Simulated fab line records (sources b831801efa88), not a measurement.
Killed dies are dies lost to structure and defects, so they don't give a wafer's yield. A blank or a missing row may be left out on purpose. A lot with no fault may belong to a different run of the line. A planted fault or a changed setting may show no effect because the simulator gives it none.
A single fault, viewed from 2 desks :: flow gf180mcu :: every desk sees just its own numbers, and what lay behind them comes last

## THE METROLOGY DESK
What the gauges read for every lot (on any tool): the sampled wafers with a number, averaged. The brackets show how far a lot's mean lies from the usual mean; more than 4 standard deviations puts the lot out of limits, marked OUT.
Columns: A = M1_ALCU_THK at GF_M1_THK_MEAS_06, usual 451 nm
lot: L616
first seen here: day 16 12:32
A: 452

lot: L619
first seen here: day 17 02:51
A: 448

lot: L620
first seen here: day 17 22:01
A: 449

lot: L621
first seen here: day 18 02:04
A: 456

lot: L622
first seen here: day 18 18:17
A: 459

lot: L630
first seen here: day 21 15:52
A: 455

lot: L633
first seen here: day 22 12:51
A: 462

lot: L634
first seen here: day 22 17:25
A: 455

lot: L635
first seen here: day 23 02:52
A: 453

lot: L636
first seen here: day 23 12:16
A: 451

lot: L638
first seen here: day 23 22:22
A: 446

lot: L639
first seen here: day 24 04:41
A: 444
This desk's verdict: no lot among the 12 shows anything out of limits.

## TOOL OWNER'S DESK, pvd-sputter-03
The tool's own readings at GF_M1_SPUTTER_03 (material Ti, target thk 10 nm, time 6.7 s): means of the sampled wafers that have a number, for each lot that ran on this tool. The brackets show how far a lot's mean lies from the usual mean; more than 4 standard deviations puts the lot out of limits, marked OUT.
Columns: A = cathode-dc-power-W at GF_M1_SPUTTER_03, usual 3000.0 W; B = chamber-pressure-pa at GF_M1_SPUTTER_03, usual 0.3000 Pa; C = throttle-valve-pct at GF_M1_SPUTTER_03, usual 30.3 %
lot: L616
first seen here: day 16 12:20
A: 3000.2
B: 0.3008
C: 31.2

lot: L620
first seen here: day 17 21:50
A: 2999.7
B: 0.3001
C: 30.5
This desk's verdict: no lot among the 2 shows anything out of limits.

## TAKEN TOGETHER
The metrology desk saw nothing out of limits.
Nothing out of limits was seen by the tool owner's desk.

## WHAT HAD BEEN PUT IN BY THE SIMULATOR
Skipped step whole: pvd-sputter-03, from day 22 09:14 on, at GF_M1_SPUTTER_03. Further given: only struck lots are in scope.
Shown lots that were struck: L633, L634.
